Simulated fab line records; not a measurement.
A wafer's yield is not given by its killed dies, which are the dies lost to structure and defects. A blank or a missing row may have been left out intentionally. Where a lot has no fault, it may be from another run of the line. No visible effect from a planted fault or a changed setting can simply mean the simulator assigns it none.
A lot that was struck, set against a sound lot || flow sfq-line || 41 out of 325 route steps
Sound: wafers L697.1, L697.3, L697.5. Struck: wafer L698.4 (L698.1, L698.5, from the same lot, were not struck and are left out); the cause is given at the end.
At each step with rows: each side's tool, then ch and its chambers, then its first start. Under that, the readings that differ: sound wafers || struck wafers || difference of the means || sigmas: that difference in standard deviations of wafers without a fault.
alike: words and numbers the same on both sides, and readings whose means are apart by under 2 such deviations; not compared: readings that were withheld, readings missing a value for some wafer, numbers with overlapping values and no deviation given by the record, and bounds like >300 which may hide the same value.
The two part at a step that has a row with sigmas, a row that says differs or no value, or rows on one side only. Non-overlapping numbers with no deviation appear without sigmas and do not part them. Lack of a reading on every wafer of one side parts them only where that side has two or more wafers.

first, 6 steps without rows for these wafers: SFQ_TRILAYER_I6_VIA_LITHO_COAT_174 (resist thk 62 nm); SFQ_TRILAYER_I6_VIA_LITHO_COAT_169 (resist thk 650 nm); SFQ_TRILAYER_I6_VIA_LITHO_SOFTBAKE_173; SFQ_TRILAYER_I6_VIA_LITHO_EXPOSE_170 (exposes mask I6, target cd 700 nm); SFQ_TRILAYER_I6_VIA_LITHO_PEB_172 (peb time 60 s); SFQ_TRILAYER_I6_VIA_LITHO_DEVELOP_171 (time 60 s).
SFQ_I6_OVL_MEAS_942:
  sound: overlay-02 at day 73 12:43; struck: overlay-02 at day 76 14:24
{"reading": "I6_OVL (nm)", "sound": "-11 -6 -3", "struck": 6, "difference": "+13", "sigmas": "+2"}
SFQ_TRILAYER_I6_VIA_BARC_OPEN_VIA_ETCH_235: etches BARC in O2, target depth 125 nm, time 41.7 s.
  sound on rie-diel-02 ch 0,1,2, day 73 12:45; struck on rie-diel-04 ch 2, day 76 14:26
  alike: drypump-motor-current-A, oes-product-au
  not compared: rf-hours-counter-h
SFQ_TRILAYER_I6_VIA_ETCH_VIA_ETCH_172: etches SiO2 in CHF3, stops on Nb, target depth 260 nm.
  sound on rie-diel-02 ch 0,1,2, day 73 12:47; struck on rie-diel-04 ch 2, day 76 14:29
  alike: drypump-motor-current-A, oes-product-au
then, 3 steps without rows for these wafers: SFQ_TRILAYER_I6_VIA_STRIP_STRIP_173 (strips in O2); SFQ_TRILAYER_I6_VIA_STRIP_SOLV_CLEAN_174 (cleans in NMP, time 600 s); SFQ_TRILAYER_M7_DEP_PRE_CLEAN_176 (time 22.5 s).
SFQ_TRILAYER_M7_DEP_SPUTTER_175: material Nb, target thk 200 nm, time 133.3 s.
  sound: pvd-sputter-06 at day 73 13:43; struck: pvd-sputter-05 at day 76 15:24
{"reading": "model.Nb_of_TRILAYER_M7_DEP_SPUTTER_175.thk-nm (nm)", "sound": "194.9 196.2 195.7", "struck": 251.5, "difference": "+55.9", "sigmas": ""}
  alike: throttle-valve-pct
SFQ_M7_RS_MEAS_943: the measuring method here is four-point-probe.
  sound: film-metro-04 at day 73 13:48; struck: film-metro-01 at day 76 15:46
{"reading": "M7_NB_RS (ohm/sq)", "sound": "0.914 0.908 0.909", "struck": 0.706, "difference": -0.204, "sigmas": -23}
  not compared: hold
then, 5 steps without rows for these wafers: SFQ_TRILAYER_M7_LITHO_COAT_177 (resist thk 600 nm); SFQ_TRILAYER_M7_LITHO_SOFTBAKE_181; SFQ_TRILAYER_M7_LITHO_EXPOSE_178 (exposes mask M7, target cd 500 nm); SFQ_TRILAYER_M7_LITHO_PEB_180 (peb time 60 s); SFQ_TRILAYER_M7_LITHO_DEVELOP_179 (time 60 s).
SFQ_M7_OVL_MEAS_945:
  sound: overlay-01 at day 76 06:43; struck: overlay-02 at day 77 00:02
  alike: M7_OVL
SFQ_TRILAYER_M7_BARC_OPEN_METAL_ETCH_229: etches BARC in O2, target depth 125 nm, time 41.7 s.
  sound on rie-metal-02 ch 0,1, day 76 06:46; struck on rie-metal-02 ch 0, day 77 00:49
  alike: drypump-motor-current-A, oes-product-au
  not compared: rf-hours-counter-h
SFQ_TRILAYER_M7_ETCH_METAL_ETCH_180: etches Nb in Cl2/Ar, stops on SiO2, target depth 240 nm, time 120 s.
  sound on rie-metal-02 ch 0,1, day 76 06:49; struck on rie-metal-02 ch 0, day 77 00:53
{"reading": "oes-product-au (a.u.)", "sound": "0.878 0.886 0.887", "struck": 0.989, "difference": "+0.105", "sigmas": "+15"}
  alike: drypump-motor-current-A
  not compared: rf-hours-counter-h
then, 3 steps without rows for these wafers: SFQ_TRILAYER_M7_STRIP_STRIP_181 (strips in O2); SFQ_TRILAYER_M7_STRIP_SOLV_CLEAN_182 (cleans in NMP, time 600 s); SFQ_TRILAYER_I7_DEP_PECVD_183 (deposits SiO2 from SiH4/N2O, time 111.11 s, target thk 500 nm).
SFQ_TRILAYER_I7_CMP_CMP_184: polishes SiO2.
  sound on cmp-02 ch 1,2,3, day 76 07:47; struck on cmp-02 ch 0, day 77 03:53
  alike: motor-current-A, time-to-endpoint-s
SFQ_I7_BOW_MEAS_946:
  sound: film-metro-01 at day 76 10:47; struck: film-metro-04 at day 77 05:53
{"reading": "I7_BOW (um)", "sound": "-12 -9 -17", "struck": 22, "difference": "+35", "sigmas": "+3"}
then, 7 steps without rows for these wafers: SFQ_TRILAYER_I7_METRO_MEASURE_185; SFQ_TRILAYER_I7_VIA_LITHO_COAT_192 (resist thk 62 nm); SFQ_TRILAYER_I7_VIA_LITHO_COAT_187 (resist thk 650 nm); SFQ_TRILAYER_I7_VIA_LITHO_SOFTBAKE_191; SFQ_TRILAYER_I7_VIA_LITHO_EXPOSE_188 (exposes mask I7, target cd 1000 nm); SFQ_TRILAYER_I7_VIA_LITHO_PEB_190 (peb time 60 s); SFQ_TRILAYER_I7_VIA_LITHO_DEVELOP_189 (time 60 s).
-- the record jumps here: 4 days lie between the struck wafers' starts before and after --
SFQ_I7_OVL_MEAS_947:
  sound: overlay-02 at day 81 04:20; struck: overlay-02 at day 81 13:56
  alike: I7_OVL
SFQ_TRILAYER_I7_VIA_BARC_OPEN_VIA_ETCH_260: etches BARC in O2, target depth 125 nm, time 41.7 s.
  sound on rie-diel-04 ch 0,1, day 81 04:22; struck on rie-diel-02 ch 0, day 81 13:58
  alike: drypump-motor-current-A, oes-product-au
  not compared: rf-hours-counter-h
then, 4 steps without rows for these wafers: SFQ_TRILAYER_I7_VIA_ETCH_VIA_ETCH_190 (etches SiO2 in CHF3, stops on Nb, target depth 260 nm); SFQ_TRILAYER_I7_VIA_STRIP_STRIP_191 (strips in O2); SFQ_TRILAYER_I7_VIA_STRIP_SOLV_CLEAN_192 (cleans in NMP, time 600 s); SFQ_TRILAYER_M8_LITHO_LOR_COAT_197.
-- the record jumps here: 4 days lie between the struck wafers' starts before and after --
SFQ_M8_BOW_MEAS_951:
  sound: film-metro-04 at day 85 05:35; struck: film-metro-03 at day 85 14:17
{"reading": "M8_BOW (um)", "sound": "-12 -8 -17", "struck": 23, "difference": "+35", "sigmas": "+3"}
{"reading": "model.etest.m7.comb-log10-ohm", "sound": "12 12 12", "struck": 0, "difference": -12, "sigmas": ""}
{"reading": "model.etest.m7.ohm-sq", "sound": "0.9138 0.9081 0.91", "struck": 0.7082, "difference": -0.2024, "sigmas": ""}

== WHERE THEY PART ==
Earliest at SFQ_I6_OVL_MEAS_942; latest, in this record, at SFQ_M8_BOW_MEAS_951.

WHY: whatever the simulator had introduced
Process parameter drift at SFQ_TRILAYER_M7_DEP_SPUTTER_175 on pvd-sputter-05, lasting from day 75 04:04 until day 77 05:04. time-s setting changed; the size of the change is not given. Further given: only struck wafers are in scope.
